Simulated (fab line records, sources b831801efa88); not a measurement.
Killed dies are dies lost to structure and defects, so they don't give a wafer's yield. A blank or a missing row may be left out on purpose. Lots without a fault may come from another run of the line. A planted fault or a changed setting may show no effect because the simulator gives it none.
Which tool did it? | flow gf180mcu | 11 lots, 33 wafers sampled, at 3 steps of a route of 602

WHAT THE GAUGES READ, wafer by wafer
GF_V3_BOW_MEAS_05. Usual: V3_BOW 113 um, standard deviation 9.1.
lot  | measured     | on            | V3_BOW (um) | flag
L762 | day 21 13:05 | film_metro-01 | 122 111 111 |
L765 | day 22 19:01 | film_metro-02 | 118 110 122 |
L766 | day 23 00:30 | film_metro-01 | 104 107 107 |
L767 | day 23 14:10 | film_metro-03 | 116 102 108 |
L768 | day 23 22:44 | film_metro-01 | 123 114 119 |
L770 | day 24 10:43 | film_metro-01 | 113 107 97  |
L771 | day 24 20:56 | film_metro-01 | 118 122 119 |
L773 | day 25 12:10 | film_metro-03 | 94 103 106  |
L775 | day 26 03:43 | film_metro-03 | 110 113 108 |
L780 | day 27 13:49 | film_metro-02 | 85 100 101  |
L782 | day 28 01:42 | film_metro-02 | 124 122 121 |

GF_V3_THK_MEAS_25: measures by xrf. Usual: V3_W_THK 351 nm, standard deviation 4.7.
lot  | measured     | on            | V3_W_THK (nm) | flag
L762 | day 22 13:37 | film_metro-02 | 352 355 352   |
L765 | day 23 18:50 | film_metro-02 | 349 350 350   |
L766 | day 24 00:08 | film_metro-02 | 354 347 352   |
L767 | day 24 13:27 | film_metro-01 | 345 346 346   |
L768 | day 24 21:59 | film_metro-03 | 342 350 344   |
L770 | day 25 10:23 | film_metro-02 | 350 354 352   |
L771 | day 25 19:21 | film_metro-03 | 360 347 349   |
L773 | day 26 10:47 | film_metro-02 | 357 356 355   |
L775 | day 27 01:50 | film_metro-01 | 345 347 346   |
L780 | day 28 10:26 | film_metro-02 | 355 356 354   |
L782 | day 28 21:59 | film_metro-03 | 338 336 346   |

GF_M4_RS_MEAS_05: measures by four-point-probe. Usual: M4_ALCU_RS 0.0697 ohm/sq, standard deviation 0.00079.
lot  | measured     | on            | M4_ALCU_RS (ohm/sq)  | flag
L762 | day 22 14:13 | film_metro-02 | 0.0692 0.0701 0.0703 |
L765 | day 23 19:25 | film_metro-01 | 0.0699 0.0701 0.0703 |
L766 | day 24 00:43 | film_metro-02 | 0.0697 0.0702 0.0693 |
L767 | day 24 14:04 | film_metro-02 | 0.0706 0.0691 0.0699 |
L768 | day 24 22:35 | film_metro-02 | 0.0692 0.0695 0.0691 |
L770 | day 25 10:59 | film_metro-04 | 0.0680 0.0691 0.0692 |
L771 | day 25 19:56 | film_metro-04 | 0.0701 0.0708 0.0700 |
L773 | day 26 11:23 | film_metro-01 | 0.0698 0.0697 0.0692 |
L775 | day 27 02:26 | film_metro-04 | 0.0698 0.0692 0.0694 |
L780 | day 28 11:02 | film_metro-01 | 0.0704 0.0711 0.0707 |
L782 | day 28 22:34 | film_metro-02 | 0.0698 0.0700 0.0694 |

WHICH TOOL RAN EACH LOT (tool, then ch and the chambers of the sampled wafers, then the start)
The record holds no process step before these readings.

WHAT THE TOOLS THEMSELVES READ (means of the sampled wafers that have a number; where no wafer has one, the mark that the record gives instead)
The record holds no such reading with a usual standard deviation.

THE ANSWER, worked out from the rows above alone
Rule: a lot is off if the mean of its wafers that have a number lies more than 3 standard deviations from the usual mean. A lot without any number at a reading at which 4 lots or more have one is off too. The other lots that the step has rows for count as sound. The gauges are gone through in route order, then the tools' own readings, and for those a lot's mean is taken as printed above. The first step at which some lot is off is used, and at that step the reading that is off furthest; a lot without a number counts as furthest.
No lot is off at any reading shown: from this, nothing can be told.

WHAT THE SIMULATOR HAD PUT IN
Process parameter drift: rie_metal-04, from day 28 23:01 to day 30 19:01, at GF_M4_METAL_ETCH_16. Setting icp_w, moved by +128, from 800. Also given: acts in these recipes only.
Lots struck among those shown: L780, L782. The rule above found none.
